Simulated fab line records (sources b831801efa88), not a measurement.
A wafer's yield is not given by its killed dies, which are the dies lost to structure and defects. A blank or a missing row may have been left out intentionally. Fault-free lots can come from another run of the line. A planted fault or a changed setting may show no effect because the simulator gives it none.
The tool behind it: which one? | flow sky130 | 12 lots with 36 wafers sampled at 5 steps, on a route of 708 steps

== WHAT EACH GAUGE READ, for each wafer ==
SKY_POLY_GATE_THK_MEAS_04. Usual: POLY_GATE_CVD_03_THK 75.3 nm, standard deviation 0.71.
lot  | measured     | on            | POLY_GATE_CVD_03_THK (nm) | flag
L849 | day 16 17:35 | film metro-04 | 76.0 76.4 76.8            |
L850 | day 17 03:11 | film metro-02 | 75.6 75.3 74.9            |
L851 | day 17 13:50 | film metro-03 | 74.6 75.0 74.9            |
L852 | day 17 22:02 | film metro-04 | 75.0 75.1 75.1            |
L853 | day 18 09:23 | film metro-03 | 74.5 75.0 74.6            |
L856 | day 19 16:12 | film metro-03 | 74.7 75.0 74.6            |
L858 | day 20 09:43 | film metro-04 | 74.2 74.9 74.3            |
L862 | day 21 10:23 | film metro-03 | 76.7 76.2 76.8            |
L864 | day 22 13:29 | film metro-02 | 75.3 75.1 75.7            |
L865 | day 22 19:24 | film metro-03 | 74.8 75.1 75.5            |
L866 | day 23 06:34 | film metro-02 | 75.8 75.6 75.4            |
L867 | day 23 11:14 | film metro-03 | 74.9 75.7 75.3            |

SKY_LDD_LDN_TW_MEAS_13. Usual: LDD_LDN_TW 1482, standard deviation 9.4.
lot  | measured     | on            | LDD_LDN_TW     | flag
L849 | day 24 10:36 | film metro-01 | 1485 1474 1481 |
L850 | day 24 21:01 | film metro-01 | 1577 1577 1585 | OFF
L851 | day 25 05:45 | film metro-02 | 1489 1489 1495 |
L852 | day 25 15:48 | film metro-02 | 1486 1487 1491 |
L853 | day 26 02:48 | film metro-01 | 1483 1483 1485 |
L856 | day 27 04:32 | film metro-03 | 1563 1565 1563 | OFF
L858 | day 28 00:19 | film metro-02 | 1590 1579 1582 | OFF
L862 | day 28 20:30 | film metro-02 | 1489 1488 1481 |
L864 | day 29 22:48 | film metro-02 | 1478 1482 1486 |
L865 | day 30 03:52 | film metro-01 | 1484 1483 1492 |
L866 | day 30 14:34 | film metro-02 | 1490 1493 1494 |
L867 | day 30 17:10 | film metro-01 | 1475 1483 1483 |

== TOOL THAT RAN EACH LOT (tool first, then ch and the chambers of the sampled wafers, then the start) ==
lot  | SKY_LDD_HVP_STRIP_09                 | SKY_LDD_LDN_IMPLANT_08          | SKY_LDD_LDN_STRIP_12
L849 | plasma asher-02 ch 0,1, day 23 04:15 | implanter-04 ch 0, day 24 09:54 | plasma asher-02 ch 0,1, day 24 10:30
L850 | plasma asher-03 ch 0,1, day 23 14:36 | implanter-03 ch 0, day 24 20:00 | plasma asher-01 ch 0,1, day 24 20:55
L851 | plasma asher-03 ch 0,1, day 24 00:03 | implanter-04 ch 0, day 25 05:03 | plasma asher-02 ch 0,1, day 25 05:39
L852 | plasma asher-03 ch 0,1, day 24 10:21 | implanter-02 ch 0, day 25 15:06 | plasma asher-02 ch 0,1, day 25 15:42
L853 | plasma asher-02 ch 0,1, day 24 21:21 | implanter-02 ch 0, day 26 02:06 | plasma asher-03 ch 0,1, day 26 02:42
L856 | plasma asher-04 ch 0,1, day 25 22:30 | implanter-04 ch 0, day 27 03:31 | plasma asher-03 ch 0,1, day 27 04:25
L858 | plasma asher-02 ch 0, day 26 18:00   | implanter-03 ch 0, day 27 23:18 | plasma asher-03 ch 1, day 28 00:13
L862 | plasma asher-04 ch 0,1, day 27 15:33 | implanter-03 ch 0, day 28 19:48 | plasma asher-01 ch 0,1, day 28 20:24
L864 | plasma asher-04 ch 0,1, day 28 17:52 | implanter-02 ch 0, day 29 22:06 | plasma asher-01 ch 0,1, day 29 22:42
L865 | plasma asher-04 ch 0,1, day 28 22:53 | implanter-02 ch 0, day 30 03:12 | plasma asher-03 ch 0,1, day 30 03:47
L866 | plasma asher-03 ch 0,1, day 29 09:50 | implanter-04 ch 0, day 30 13:54 | plasma asher-02 ch 0,1, day 30 14:29
L867 | plasma asher-02 ch 0,1, day 29 13:06 | implanter-04 ch 0, day 30 16:29 | plasma asher-02 ch 0,1, day 30 17:03
- SKY_LDD_HVP_STRIP_09: strips in O2/N2.
- SKY_LDD_LDN_IMPLANT_08
- SKY_LDD_LDN_STRIP_12: strips in O2/N2.

== WHAT THE TOOLS THEMSELVES READ (means of the sampled wafers that have a number; where no wafer has one, the mark that the record gives instead) ==
SKY_LDD_HVP_STRIP_09. Usual: drypump motor current A 5.9 A, standard deviation 0.42; o2 flow sccm 2999 sccm, standard deviation 8.2; oes product au 0.408 a.u., standard deviation 0.0045; strip time to endpoint s 4.133 s, standard deviation 0.015.
lot  | tool            | drypump motor current A (A) | o2 flow sccm (sccm) | oes product au (a.u.) | strip time to endpoint s (s) | flag
L849 | plasma asher-02 | 5.4                         | 3006                | 0.406                 | 4.142                        |
L850 | plasma asher-03 | 6.2                         | 2994                | 0.407                 | 4.120                        |
L851 | plasma asher-03 | 6.2                         | 3002                | 0.407                 | 4.107                        |
L852 | plasma asher-03 | 6.2                         | 3000                | 0.407                 | 4.137                        |
L853 | plasma asher-02 | 5.6                         | 2989                | 0.411                 | 4.129                        |
L856 | plasma asher-04 | 6.2                         | 3000                | 0.407                 | 4.135                        |
L858 | plasma asher-02 | 5.9                         | 3004                | 0.412                 | 4.123                        |
L862 | plasma asher-04 | 6.2                         | 3003                | 0.408                 | 4.121                        |
L864 | plasma asher-04 | 5.9                         | 2995                | 0.410                 | 4.145                        |
L865 | plasma asher-04 | 6.0                         | 2996                | 0.404                 | 4.128                        |
L866 | plasma asher-03 | 6.2                         | 3005                | 0.413                 | 4.152                        |
L867 | plasma asher-02 | 5.4                         | 2996                | 0.412                 | 4.139                        |

SKY_LDD_LDN_IMPLANT_08. Usual: beam energy keV 14.999, standard deviation 0.0043; end station pressure torr 5.06e-06 Torr, standard deviation 2.9e-07.
lot  | tool         | beam energy keV | end station pressure torr (Torr) | flag
L849 | implanter-04 | 14.997          | 5.23e-06                         |
L850 | implanter-03 | 15.003          | 5.06e-06                         |
L851 | implanter-04 | 14.994          | 5.01e-06                         |
L852 | implanter-02 | 15.002          | 4.96e-06                         |
L853 | implanter-02 | 15.006          | 5.07e-06                         |
L856 | implanter-04 | 15.002          | 5.11e-06                         |
L858 | implanter-03 | 15.004          | 5.01e-06                         |
L862 | implanter-03 | 15.000          | 5.02e-06                         |
L864 | implanter-02 | 15.002          | 5.06e-06                         |
L865 | implanter-02 | 14.999          | 5.06e-06                         |
L866 | implanter-04 | 15.000          | 5.26e-06                         |
L867 | implanter-04 | 15.005          | 4.87e-06                         |

SKY_LDD_LDN_STRIP_12. Usual: drypump motor current A 5.8 A, standard deviation 0.48; o2 flow sccm 2999 sccm, standard deviation 8.7; oes product au 0.715 a.u., standard deviation 0.005; strip time to endpoint s 14.18 s, standard deviation 0.036.
lot  | tool            | drypump motor current A (A) | o2 flow sccm (sccm) | oes product au (a.u.) | strip time to endpoint s (s) | flag
L849 | plasma asher-02 | 5.3                         | 3002                | 0.715                 | 14.15                        |
L850 | plasma asher-01 | 5.2                         | 2996                | 0.712                 | 14.17                        |
L851 | plasma asher-02 | 5.4                         | 2997                | 0.716                 | 14.19                        |
L852 | plasma asher-02 | 5.3                         | 3005                | 0.710                 | 14.16                        |
L853 | plasma asher-03 | 6.2                         | 3001                | 0.715                 | 14.17                        |
L856 | plasma asher-03 | 6.2                         | 2986                | 0.719                 | 14.18                        |
L858 | plasma asher-03 | 6.2                         | 2995                | 0.713                 | 14.16                        |
L862 | plasma asher-01 | 5.5                         | 2994                | 0.709                 | 14.21                        |
L864 | plasma asher-01 | 5.5                         | 3002                | 0.711                 | 14.19                        |
L865 | plasma asher-03 | 6.2                         | 2997                | 0.717                 | 14.14                        |
L866 | plasma asher-02 | 5.4                         | 2986                | 0.717                 | 14.26                        |
L867 | plasma asher-02 | 5.6                         | 2994                | 0.710                 | 14.22                        |

== THE ANSWER, worked out from the rows above alone ==
Rule: lot off if the mean of its wafers having a number is beyond 3 standard deviations from the usual mean. A lot without any number at a reading at which 4 lots or more have one is off too. All remaining lots with rows at the step are treated as sound. The gauges are gone through in route order, then the tools' own readings, and for those a lot's mean is taken as printed above. At the first step where some lot is off, the reading lying furthest off is the one used; lots without a number count as furthest.
Off: L850, L856, L858, seen at SKY_LDD_LDN_TW_MEAS_13 (LDD_LDN_TW).
If a tool, at a process step before that reading, ran all the lots that are off and no sound lot after the first of them, it fits. Those tools and the gauges at SKY_LDD_LDN_TW_MEAS_13 are tried in the same way. Not one of the candidates tried fits.

== WHAT THE SIMULATOR HAD INSERTED ==
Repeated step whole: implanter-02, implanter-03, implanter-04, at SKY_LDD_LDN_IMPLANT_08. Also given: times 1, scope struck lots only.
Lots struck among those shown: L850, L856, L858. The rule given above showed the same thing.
